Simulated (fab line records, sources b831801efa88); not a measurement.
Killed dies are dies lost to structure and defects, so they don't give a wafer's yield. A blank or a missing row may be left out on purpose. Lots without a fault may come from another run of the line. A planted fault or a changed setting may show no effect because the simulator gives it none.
Which tool did it? | flow gf180mcu | 12 lots, 36 wafers sampled, at 6 steps of a route of 602

WHAT THE GAUGES READ, wafer by wafer
GF_POLY_GATE_OVL_MEAS_11. Usual: POLY_GATE_OVL 0 nm, standard deviation 4.7.
lot  | measured     | on         | POLY_GATE_OVL (nm) | flag
L423 | day 9 04:16  | overlay-02 | 2 -1 4             |
L424 | day 9 13:43  | overlay-01 | 1 6 3              |
L426 | day 10 06:01 | overlay-02 | -2 -1 -4           |
L427 | day 10 12:34 | overlay-01 | -2 -6 1            |
L428 | day 10 19:34 | overlay-02 | 5 5 2              |
L429 | day 11 02:43 | overlay-01 | -5 0 -4            |
L430 | day 11 13:13 | overlay-02 | -2 2 1             |
L431 | day 11 20:05 | overlay-01 | 0 -1 2             |
L432 | day 12 00:16 | overlay-01 | 13 6 17            |
L437 | day 13 11:53 | overlay-02 | 0 4 -3             |
L442 | day 15 07:16 | overlay-02 | 4 -3 6             |
L443 | day 15 06:55 | overlay-01 | -4 0 4             |

GF_HV_LDD_TW_MEAS_38. Usual: HV_LDD_3_TW 1432, standard deviation 12.
lot  | measured     | on            | HV_LDD_3_TW    | flag
L423 | day 11 12:58 | film_metro-01 | 1440 1438 1441 |
L424 | day 11 23:20 | film_metro-02 | 1436 1442 1436 |
L426 | day 12 20:35 | film_metro-01 | 1427 1439 1433 |
L427 | day 13 01:40 | film_metro-04 | 1416 1417 1419 |
L428 | day 13 09:47 | film_metro-04 | 1416 1414 1423 |
L429 | day 13 16:16 | film_metro-02 | 1449 1449 1450 |
L430 | day 14 07:31 | film_metro-02 | 1455 1448 1445 |
L431 | day 14 11:56 | film_metro-04 | 1419 1413 1419 |
L432 | day 14 16:23 | film_metro-01 | 1436 1447 1441 |
L437 | day 16 07:32 | film_metro-04 | 1417 1418 1409 |
L442 | day 18 07:04 | film_metro-01 | 1604 1590 1597 | OFF
L443 | day 18 05:22 | film_metro-04 | 1579 1575 1578 | OFF

GF_HV_LDD_RS_MEAS_53: measures by four-point-probe. Usual: HV_LDD_RS 418.2 ohm/sq, standard deviation 0.93.
lot  | measured     | on            | HV_LDD_RS (ohm/sq) | flag
L423 | day 12 08:30 | film_metro-01 | 417.1 418.6 418.4  |
L424 | day 12 18:52 | film_metro-02 | 418.9 416.9 418.4  |
L426 | day 13 16:10 | film_metro-04 | 420.0 419.3 418.9  |
L427 | day 13 22:30 | film_metro-01 | 417.9 417.9 417.9  |
L428 | day 14 07:13 | film_metro-01 | 418.8 418.3 418.9  |
L429 | day 14 13:09 | film_metro-02 | 418.7 418.5 417.6  |
L430 | day 15 05:20 | film_metro-04 | 418.1 419.2 419.0  |
L431 | day 15 10:30 | film_metro-04 | 416.5 416.1 414.7  |
L432 | day 15 14:14 | film_metro-02 | 418.4 417.5 417.7  |
L437 | day 17 06:58 | film_metro-04 | 418.2 418.7 419.1  |
L442 | day 19 07:14 | film_metro-02 | 439.4 438.0 439.1  | OFF
L443 | day 19 05:08 | film_metro-01 | 437.4 437.9 438.3  | OFF

WHICH TOOL RAN EACH LOT (tool, then ch and the chambers of the sampled wafers, then the start)
lot  | GF_LVPWELL_STRIP_10                 | GF_VT_IMPLANT_RTA_45             | GF_HV_LDD_IMPLANT_34
L423 | plasma_asher-04 ch 0,1, day 3 22:00 | rtp_anneal-01 ch 0, day 7 13:39  | implanter-03 ch 0, day 11 12:25
L424 | plasma_asher-03 ch 0,1, day 4 03:30 | rtp_anneal-02 ch 0, day 7 21:29  | implanter-01 ch 0, day 11 22:47
L426 | plasma_asher-02 ch 0,1, day 4 15:15 | rtp_anneal-02 ch 0, day 8 12:13  | implanter-02 ch 0, day 12 20:02
L427 | plasma_asher-04 ch 0,1, day 4 20:51 | rtp_anneal-01 ch 0, day 8 19:53  | implanter-02 ch 0, day 13 01:07
L428 | plasma_asher-02 ch 0,1, day 5 00:26 | rtp_anneal-02 ch 0, day 9 00:10  | implanter-02 ch 0, day 13 09:15
L429 | plasma_asher-03 ch 0,1, day 5 07:57 | rtp_anneal-02 ch 0, day 9 08:24  | implanter-02 ch 0, day 13 15:43
L430 | plasma_asher-04 ch 0,1, day 5 16:08 | rtp_anneal-01 ch 0, day 9 18:37  | implanter-02 ch 0, day 14 06:58
L431 | plasma_asher-04 ch 0,1, day 5 20:59 | rtp_anneal-01 ch 0, day 10 00:04 | implanter-02 ch 0, day 14 11:25
L432 | plasma_asher-02 ch 0,1, day 6 01:59 | rtp_anneal-02 ch 0, day 10 04:58 | implanter-01 ch 0, day 14 15:52
L437 | plasma_asher-02 ch 0,1, day 7 02:49 | rtp_anneal-02 ch 0, day 11 12:14 | implanter-02 ch 0, day 16 07:01
L442 | plasma_asher-02 ch 0,1, day 8 13:02 | rtp_anneal-01 ch 0, day 13 05:29 | implanter-01 ch 0, day 18 06:31
L443 | plasma_asher-04 ch 0,1, day 8 13:30 | rtp_anneal-02 ch 0, day 13 06:50 | implanter-03 ch 0, day 18 04:49
- GF_LVPWELL_STRIP_10: strips in O2/N2.
- GF_VT_IMPLANT_RTA_45: time 30 s.
- GF_HV_LDD_IMPLANT_34

WHAT THE TOOLS THEMSELVES READ (means of the sampled wafers that have a number; where no wafer has one, the mark that the record gives instead)
GF_LVPWELL_STRIP_10. Usual: drypump_motor_current_A 5.3 A, standard deviation 0.42; heater_power_w 326 W, standard deviation 30; oes_product_au 0.722 a.u., standard deviation 0.0045; strip_time_to_endpoint_s 37.01 s, standard deviation 0.098.
lot  | tool            | drypump_motor_current_A (A) | heater_power_w (W) | oes_product_au (a.u.) | strip_time_to_endpoint_s (s) | flag
L423 | plasma_asher-04 | 5.8                         | 337                | 0.723                 | 37.11                        |
L424 | plasma_asher-03 | 5.5                         | 309                | 0.725                 | 37.00                        |
L426 | plasma_asher-02 | 4.9                         | 320                | 0.716                 | 37.06                        |
L427 | plasma_asher-04 | 5.8                         | 342                | 0.724                 | 36.99                        |
L428 | plasma_asher-02 | 5.2                         | 342                | 0.717                 | 37.04                        |
L429 | plasma_asher-03 | 5.3                         | 310                | 0.722                 | 36.85                        |
L430 | plasma_asher-04 | 5.5                         | 328                | 0.726                 | 36.99                        |
L431 | plasma_asher-04 | 5.5                         | 329                | 0.721                 | 37.05                        |
L432 | plasma_asher-02 | 5.0                         | 316                | 0.722                 | 37.03                        |
L437 | plasma_asher-02 | 5.0                         | 315                | 0.724                 | 36.95                        |
L442 | plasma_asher-02 | 5.0                         | 322                | 0.720                 | 36.96                        |
L443 | plasma_asher-04 | 5.8                         | 342                | 0.723                 | 37.25                        |

GF_VT_IMPLANT_RTA_45. Usual: anneal_temp_c_max 1056.6, standard deviation 2; lamp_power_pct 31.6 %, standard deviation 1.7; wafer_temp_C_max 1054.2, standard deviation 1.
lot  | tool          | anneal_temp_c_max | lamp_power_pct (%) | wafer_temp_C_max | flag
L423 | rtp_anneal-01 | 1059.2            | 33.3               | 1054.2           |
L424 | rtp_anneal-02 | 1054.6            | 29.9               | 1053.1           |
L426 | rtp_anneal-02 | 1054.3            | 29.9               | 1053.2           |
L427 | rtp_anneal-01 | 1059.4            | 33.3               | 1055.1           |
L428 | rtp_anneal-02 | 1056.0            | 29.9               | 1053.4           |
L429 | rtp_anneal-02 | 1054.4            | 29.9               | 1054.1           |
L430 | rtp_anneal-01 | 1059.1            | 33.3               | 1054.8           |
L431 | rtp_anneal-01 | 1057.4            | 33.3               | 1055.0           |
L432 | rtp_anneal-02 | 1054.8            | 29.9               | 1053.5           |
L437 | rtp_anneal-02 | 1055.1            | 29.9               | 1053.9           |
L442 | rtp_anneal-01 | 1056.9            | 33.3               | 1054.6           |
L443 | rtp_anneal-02 | 1054.6            | 29.9               | 1054.5           |

GF_HV_LDD_IMPLANT_34. Usual: end_station_pressure_torr 5.07e-06 Torr, standard deviation 2.5e-07; faraday_current_uA 42.3, standard deviation 0.83.
lot  | tool         | end_station_pressure_torr (Torr) | faraday_current_uA | flag
L423 | implanter-03 | 5.01e-06                         | 41.8               |
L424 | implanter-01 | 5.00e-06                         | 41.0               |
L426 | implanter-02 | 5.06e-06                         | 42.4               |
L427 | implanter-02 | 5.13e-06                         | 41.7               |
L428 | implanter-02 | 5.06e-06                         | 42.0               |
L429 | implanter-02 | 5.22e-06                         | 42.4               |
L430 | implanter-02 | 4.70e-06                         | 42.2               |
L431 | implanter-02 | 5.04e-06                         | 42.9               |
L432 | implanter-01 | 4.79e-06                         | 41.7               |
L437 | implanter-02 | 5.23e-06                         | 42.0               |
L442 | implanter-01 | 5.11e-06                         | 42.6               |
L443 | implanter-03 | 5.21e-06                         | 42.7               |

THE ANSWER, worked out from the rows above alone
Rule: a lot is off if the mean of its wafers that have a number lies more than 3 standard deviations from the usual mean. A lot without any number at a reading at which 4 lots or more have one is off too. The other lots that the step has rows for count as sound. The gauges are gone through in route order, then the tools' own readings, and for those a lot's mean is taken as printed above. The first step at which some lot is off is used, and at that step the reading that is off furthest; a lot without a number counts as furthest.
Off: L442, L443, at GF_HV_LDD_TW_MEAS_38 (HV_LDD_3_TW).
A tool fits if, at a process step before that reading, it ran every lot that is off, and no sound lot after the first of them. The gauges at GF_HV_LDD_TW_MEAS_38 are tried like those tools. None of those tried fits.

WHAT THE SIMULATOR HAD PUT IN
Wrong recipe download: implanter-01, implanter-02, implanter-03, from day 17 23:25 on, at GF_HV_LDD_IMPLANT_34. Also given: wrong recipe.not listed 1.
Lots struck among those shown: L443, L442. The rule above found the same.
